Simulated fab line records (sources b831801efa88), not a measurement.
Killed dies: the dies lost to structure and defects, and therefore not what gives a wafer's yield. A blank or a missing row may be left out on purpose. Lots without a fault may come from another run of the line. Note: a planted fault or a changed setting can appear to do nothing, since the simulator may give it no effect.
What tool caused it? + flow sky130 + 39 wafers from 13 lots sampled at 5 of the route's 708 steps

WHAT THE GAUGES READ, wafer by wafer
SKY_FIELD_ISO_THK_MEAS_25. Usual: for FIELD_ISO_CVD_24_THK the level is 592 nm and the standard deviation is 6.2.
| lot  | measured    | on            | FIELD_ISO_CVD_24_THK (nm) | flag |
|------|-------------|---------------|---------------------------|------|
| L423 | day 2 05:50 | film-metro-01 | 600 594 591               |      |
| L424 | day 2 12:34 | film-metro-01 | 590 593 595               |      |
| L425 | day 2 19:03 | film-metro-01 | 594 594 598               |      |
| L427 | day 3 04:59 | film-metro-01 | 590 585 594               |      |
| L429 | day 3 12:52 | film-metro-01 | 591 595 598               |      |
| L433 | day 4 10:06 | film-metro-03 | 598 604 601               |      |
| L434 | day 4 18:13 | film-metro-04 | 577 585 582               |      |
| L435 | day 4 23:59 | film-metro-03 | 593 600 589               |      |
| L436 | day 5 04:50 | film-metro-04 | 582 582 587               |      |
| L437 | day 5 08:11 | film-metro-03 | 594 599 589               |      |
| L443 | day 6 15:44 | film-metro-04 | 587 594 594               |      |
| L444 | day 6 21:20 | film-metro-01 | 591 593 591               |      |
| L446 | day 7 06:59 | film-metro-01 | 590 589 586               |      |

SKY_VT_ADJUST_HVTP_TW_MEAS_11. Usual: for VT_ADJUST_HVTP_TW the level is 1364 and the standard deviation is 13.
| lot  | measured     | on            | VT_ADJUST_HVTP_TW             | flag |
|------|--------------|---------------|-------------------------------|------|
| L423 | day 5 23:21  | film-metro-04 | 1371 1368 1368                |      |
| L424 | day 6 06:02  | film-metro-02 | 1345 1348 1348                |      |
| L425 | day 6 12:32  | film-metro-01 | 1381 1375 1386                |      |
| L427 | day 7 03:20  | film-metro-01 | 1386 1386 1389                |      |
| L429 | day 7 10:11  | film-metro-01 | 1380 1385 1390                |      |
| L433 | day 8 16:18  | film-metro-04 | 1363 1362 1359                |      |
| L434 | day 9 02:11  | film-metro-04 | 1364 1357 1357                |      |
| L435 | day 9 08:11  | film-metro-02 | 1350 1347 1354                |      |
| L436 | day 9 10:39  | film-metro-04 | 1362 1363 1359                |      |
| L437 | day 9 16:28  | film-metro-01 | 1379 1371 1377                |      |
| L443 | day 11 08:37 | film-metro-04 | 1143 1148 1152 1145 1155 1149 | OFF  |
| L444 | day 11 13:07 | film-metro-04 | 1155 1152 1154 1149 1156 1150 | OFF  |
| L446 | day 12 02:42 | film-metro-04 | 1348 1360 1353                |      |

SKY_VT_ADJUST_NCORE_CD_MEAS_07: target cd 380 nm. Usual: 379.6 nm for cd-nm, sd 2.1.
| lot  | measured     | on        | cd-nm (nm)        | flag |
|------|--------------|-----------|-------------------|------|
| L423 | day 8 09:49  | cd-sem-02 | 379.4 375.3 377.8 |      |
| L424 | day 8 16:02  | cd-sem-02 | 379.9 379.3 378.5 |      |
| L425 | day 8 22:52  | cd-sem-01 | 380.1 381.5 381.2 |      |
| L427 | day 9 17:20  | cd-sem-02 | 379.7 379.5 382.5 |      |
| L429 | day 9 23:04  | cd-sem-02 | 379.7 379.0 377.5 |      |
| L433 | day 11 09:14 | cd-sem-01 | 376.6 376.8 374.8 |      |
| L434 | day 11 20:19 | cd-sem-02 | 377.3 378.0 377.9 |      |
| L435 | day 12 04:38 | cd-sem-02 | 381.4 380.9 380.8 |      |
| L436 | day 12 07:17 | cd-sem-02 | 376.2 378.7 377.0 |      |
| L437 | day 12 11:26 | cd-sem-02 | 375.9 374.8 378.4 |      |
| L443 | day 14 10:45 | cd-sem-01 | 378.4 381.4 378.7 |      |
| L444 | day 14 13:43 | cd-sem-01 | 379.7 377.7 380.6 |      |
| L446 | day 15 05:44 | cd-sem-02 | 380.1 378.7 378.9 |      |

SKY_POLY_CUT_CD_MEAS_08: target cd 270 nm. Usual: 270.0 nm for cd-nm, sd 1.6.
| lot  | measured     | on        | cd-nm (nm)        | flag |
|------|--------------|-----------|-------------------|------|
| L423 | day 24 00:56 | cd-sem-02 | 268.6 268.5 267.9 |      |
| L424 | day 24 08:08 | cd-sem-02 | 270.8 271.7 270.7 |      |
| L425 | day 24 16:38 | cd-sem-02 | 266.4 267.0 268.0 |      |
| L427 | day 25 11:29 | cd-sem-01 | 270.2 271.6 272.1 |      |
| L429 | day 25 22:53 | cd-sem-01 | 271.5 272.1 272.4 |      |
| L433 | day 27 16:30 | cd-sem-01 | 271.3 270.0 270.9 |      |
| L434 | day 28 07:49 | cd-sem-02 | 270.2 270.0 269.0 |      |
| L435 | day 28 10:42 | cd-sem-01 | 270.0 270.1 271.0 |      |
| L436 | day 28 15:41 | cd-sem-02 | 267.5 268.0 268.7 |      |
| L437 | day 28 18:44 | cd-sem-01 | 269.5 269.7 271.5 |      |
| L443 | day 31 07:46 | cd-sem-01 | 270.3 269.9 270.0 |      |
| L444 | day 31 13:53 | cd-sem-01 | 268.1 269.7 269.4 |      |
| L446 | day 31 20:18 | cd-sem-02 | 270.6 271.7 270.8 |      |

WHICH TOOL RAN EACH LOT (tool, then ch and the chambers of the sampled wafers, then the start)
| lot  | SKY_VT_ADJUST_HVTP_IMPLANT_09   |
|------|---------------------------------|
| L423 | implanter-04 ch 0, day 5 23:09  |
| L424 | implanter-01 ch 0, day 6 05:48  |
| L425 | implanter-01 ch 0, day 6 12:17  |
| L427 | implanter-01 ch 0, day 7 03:05  |
| L429 | implanter-03 ch 0, day 7 09:56  |
| L433 | implanter-01 ch 0, day 8 16:04  |
| L434 | implanter-03 ch 0, day 9 01:56  |
| L435 | implanter-04 ch 0, day 9 07:56  |
| L436 | implanter-01 ch 0, day 9 10:25  |
| L437 | implanter-03 ch 0, day 9 16:13  |
| L443 | implanter-04 ch 0, day 11 08:23 |
| L444 | implanter-04 ch 0, day 11 12:52 |
| L446 | implanter-03 ch 0, day 12 02:28 |
- SKY_VT_ADJUST_HVTP_IMPLANT_09

AS READ BY THE TOOLS THEMSELVES (means over the sampled wafers that have a number; for cases with no such wafer, the mark the record gives instead)
SKY_VT_ADJUST_HVTP_IMPLANT_09. Usual: dose-ions-cm2 4.3e+12, standard deviation 4.5e+09; faraday-current-uA 24.3, standard deviation 0.51.
| lot  | tool         | dose-ions-cm2 | faraday-current-uA | flag |
|------|--------------|---------------|--------------------|------|
| L423 | implanter-04 | 4.3e+12       | 24.5               |      |
| L424 | implanter-01 | 4.3e+12       | 24.4               |      |
| L425 | implanter-01 | 4.3e+12       | 24.3               |      |
| L427 | implanter-01 | 4.3e+12       | 24.0               |      |
| L429 | implanter-03 | 4.3e+12       | 24.2               |      |
| L433 | implanter-01 | 4.3e+12       | 24.3               |      |
| L434 | implanter-03 | 4.3e+12       | 24.9               |      |
| L435 | implanter-04 | 4.3e+12       | 23.8               |      |
| L436 | implanter-01 | 4.3e+12       | 24.3               |      |
| L437 | implanter-03 | 4.3e+12       | 24.4               |      |
| L443 | implanter-04 | 2.6e+12       | 14.6               | OFF  |
| L444 | implanter-04 | 2.6e+12       | 14.5               | OFF  |
| L446 | implanter-03 | 4.3e+12       | 24.7               |      |

THE ANSWER, worked out from the rows above alone
Rule: a lot is off if the mean of its wafers that have a number lies more than 3 standard deviations from the usual mean. A lot without any number at a reading at which 4 lots or more have one is off too. Any other lot the step has rows for is counted as sound. First the gauges in route order, then the tools' own readings, where a lot's mean is used as printed above. The first step at which some lot is off is used, and at that step the reading that is off furthest; a lot without a number counts as furthest.
Off: L443, L444, at SKY_VT_ADJUST_HVTP_TW_MEAS_11 (VT_ADJUST_HVTP_TW).
If a tool, at a process step before that reading, ran all the lots that are off and no sound lot after the first of them, it fits. Not tried: the gauges at SKY_VT_ADJUST_HVTP_TW_MEAS_11; whatever is off there is also off at SKY_VT_ADJUST_HVTP_IMPLANT_09, on other tools, and gauge error can't account for it. One candidate fits, namely implanter-04 at SKY_VT_ADJUST_HVTP_IMPLANT_09. Its last sound lot is L435 (day 9 07:56), its first lot that is off L443 (day 11 08:23): a fault that began between those two fits.
The tool's own readings at SKY_VT_ADJUST_HVTP_IMPLANT_09 bear it out: on the lots that are off they differ by more than 5 times the standard deviation of the sound lots' means. dose-ions-cm2 reads 2.6e+12 there against 4.3e+12 on the sound lots; faraday-current-uA reads 14.6 there against 24.3 on the sound lots.

WHAT WAS PUT IN BY THE SIMULATOR
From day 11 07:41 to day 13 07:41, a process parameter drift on implanter-04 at SKY_VT_ADJUST_HVTP_IMPLANT_09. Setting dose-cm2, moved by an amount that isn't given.
Struck lots among those shown: L443, L444. The same result came from the rule above.
